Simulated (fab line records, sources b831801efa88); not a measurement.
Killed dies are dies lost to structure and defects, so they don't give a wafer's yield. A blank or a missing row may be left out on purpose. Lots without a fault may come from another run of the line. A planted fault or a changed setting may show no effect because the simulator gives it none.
Problem report in the 8D (eight disciplines) form, filled by code | flow gf180mcu | the parts of the form that need people (team, actions taken, sign-off) are left out

1. THE PROBLEM
strip_time_to_endpoint_s at GF_STI_STRIP_15 reads a mean of 2.83 s on 4 wafers of 2 lots; wafers without a fault read 3.71 s with a standard deviation of 0.055. That is -16 standard deviations from the usual mean.
The step: strips in O2/N2.
First seen on wafer L282.1, day 5 17:07, on plasma_asher-03. The record holds 39 wafers of 13 lots with a number at this step. Rule for "out", or "out of limits": more than 4 standard deviations from the usual mean. The other wafers with a number count as sound.

2. WHAT IT IS AND WHAT IT IS NOT
question                    | is                                       | is not
which readings at this step | strip_time_to_endpoint_s, oes_product_au | drypump_motor_current_A, heater_power_w
which lots                  | L282, L285                               | L268, L269, L270, L272, L274, L275, L278, L283, L286, L287, L288
which wafers of those lots  | L282.1, L282.4, L285.1, L285.4           | L282.2, L285.2
read on which tools         | plasma_asher-02, plasma_asher-03         | plasma_asher-01
when                        | from day 5 17:07                         | up to then (22 sound wafers); but 13 sound wafers of L283, L285, L286, L287, L288 came after

3. SUSPECTS, AND WHAT RULES EACH OUT
Counting: a tool at a process step up to the reading stays a suspect if it ran every lot that is out. Sound lots after the first of them don't rule it out here, since some wafers of a struck lot are sound.
- rie_diel-03 at GF_STI_ETCH_13 (etches the open film in CHF3/O2, stops on Si, target depth 282.31 nm, time 112.9 s): kept. It ran every lot that is out, first L282 (day 5 16:58); its last sound lot up to then is L278 (day 4 20:12).
Left after counting: rie_diel-03 at GF_STI_ETCH_13.

4. THE CAUSE (what the simulator had put in)
Process parameter drift: rie_diel-03, from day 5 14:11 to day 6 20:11, at GF_STI_ETCH_13. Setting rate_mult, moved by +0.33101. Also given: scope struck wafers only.
Counting left only this tool.

5. THE CHAIN OF EFFECTS, in route order
Each row: a reading whose mean over the struck wafers that have a number lies more than 3 standard deviations from the usual. Only readings for which the record gives a usual standard deviation are gone through. hours: the time from each lot's start at the first step in this table that gives one to its start at this step, as a median over the lots. sigmas: the change in usual standard deviations.
hours | step            | reading                  | usual      | on struck wafers | change | sigmas
0     | GF_STI_STRIP_15 | oes_product_au           | 0.383 a.u. | 0.348            | -0.035 | -7.4
0     | GF_STI_STRIP_15 | strip_time_to_endpoint_s | 3.71 s     | 2.83             | -0.88  | -16
The process steps in it:
- GF_STI_STRIP_15: strips in O2/N2.
Later measuring or inspecting steps at which every struck wafer that the step has a row for has a number for every such reading, and none has moved that far: GF_STI_THK_MEAS_22, GF_STI_THK_MEAS_24, GF_MVSD_OVL_MEAS_07.

6. WHAT WOULD HAVE CAUGHT IT SOONER
In this record the first reading out of limits was taken at day 5 17:07, 3 hours after the fault began at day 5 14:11.
Of the tool readings at GF_STI_ETCH_13 for which the record gives a usual standard deviation, none was out on any struck wafer, so an alarm limit of 4 standard deviations on them would not have fired.
Of the lots that are out (2), L285 began GF_STI_ETCH_13 on rie_diel-03 after day 5 17:07. A hold on the tool at that time would have spared it.
